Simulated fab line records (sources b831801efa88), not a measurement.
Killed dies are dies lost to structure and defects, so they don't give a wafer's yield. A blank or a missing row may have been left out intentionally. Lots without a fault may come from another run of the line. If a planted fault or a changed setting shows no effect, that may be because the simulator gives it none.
Chamber matching ; flow gf180mcu ; pecvd-02 running GF_V5_CVD_02: 3 sister chambers
The step deposits SiO2 from TEOS, target thk 1450 nm, time 163.28 s. 6 wafers are shown with their chamber, then 9 later ones without.

## WAFERS WITH THEIR CHAMBER
wafer;chamber;heater_power_w (W)
L259.4;0;840
L263.4;0;808
L268.4;1;599
L271.2;1;700
L271.3;2;717
L271.5;2;560

## WAFERS WHOSE CHAMBER IS MISSING
wafer;heater_power_w (W)
L273.2;661
L273.3;606
L273.6;790
L275.3;823
L275.4;553
L275.6;677
L278.2;841
L278.4;669
L278.6;700

## CHAMBER TAKEN BY EACH
wafer;from the rows above;in truth
L273.2;can't be placed: 1 or 2 or 0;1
L273.3;can't be placed: 2 or 1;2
L273.6;can't be placed: 0 or 1 or 2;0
L275.3;0;0
L275.4;can't be placed: 2 or 1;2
L275.6;can't be placed: 1 or 2 or 0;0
L278.2;0;0
L278.4;can't be placed: 1 or 2 or 0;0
L278.6;can't be placed: 1 or 2 or 0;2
2 of 9 placed correctly. From these rows, 7 cannot be placed; in 7 the true chamber is one of the candidates. Number placed wrongly: 0.
How it was worked out, from the rows above alone: a wafer's distance from a chamber is the root of the sum, over the readings, of the square of ((its reading less the chamber's mean) divided by the reading's scatter). The wafer belongs to the nearest chamber; if the next one is less than 2 further off, it can't be placed. Each chamber's mean is taken over the wafers shown for it. The scatter is the square root of a quotient: the sum, over the shown wafers, of each reading's squared deviation from its chamber's mean, divided by wafers minus chambers.
